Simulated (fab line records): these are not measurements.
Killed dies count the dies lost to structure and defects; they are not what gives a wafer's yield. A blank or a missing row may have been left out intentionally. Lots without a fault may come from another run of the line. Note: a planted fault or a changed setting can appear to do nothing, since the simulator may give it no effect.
Chamber matching ; flow sky130 ; 4 sister chambers for SKY_LI_CONTACT_CMP_24 on cmp-02
The step polishes, stops on PSG, t overpolish 20 s, target thk 0 nm. 8 wafers are shown with their chamber, then 7 later ones without.

== EACH WAFER AND ITS CHAMBER ==
wafer;chamber;motorCurrentA (A);timeToEndpointS (s)
L302.1;0;9.7;102
L304.1;3;11.6;104
L304.4;2;11.0;103
L305.2;2;10.9;101
L305.3;0;9.9;102
L305.4;1;10.4;90
L317.2;1;10.4;96
L317.4;3;11.0;100

== WAFERS WITH NO CHAMBER GIVEN ==
wafer;motorCurrentA (A);timeToEndpointS (s)
L317.5;10.6;104
L318.1;10.3;94
L318.3;10.9;97
L318.4;11.4;100
L320.2;11.2;97
L320.4;9.7;104
L320.5;9.6;101

== THE CHAMBER EACH PASSED THROUGH ==
wafer;from the rows above;in truth
L317.5;can't be placed: 2 or 3 or 0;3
L318.1;1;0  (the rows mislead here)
L318.3;can't be placed: 2 or 3 or 1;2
L318.4;can't be placed: 3 or 2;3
L320.2;can't be placed: 3 or 2 or 1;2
L320.4;0;0
L320.5;0;0
Placed correctly: 2 of 7. These rows do not allow placing 4 (true chamber among the candidates in 4). Number placed wrongly: 1.
How it was worked out, from the rows above alone: a wafer's distance from a chamber is the root of the sum, over the readings, of the square of ((its reading less the chamber's mean) divided by the reading's scatter). If the next closest chamber is less than 2 further off than the closest, the wafer can't be placed; otherwise it belongs to the closest. For every chamber, the mean is computed from those of its wafers that are shown. The scatter: the root of (the sum of the squares of (reading less its chamber's mean) over the shown wafers, divided by (wafers less chambers)).
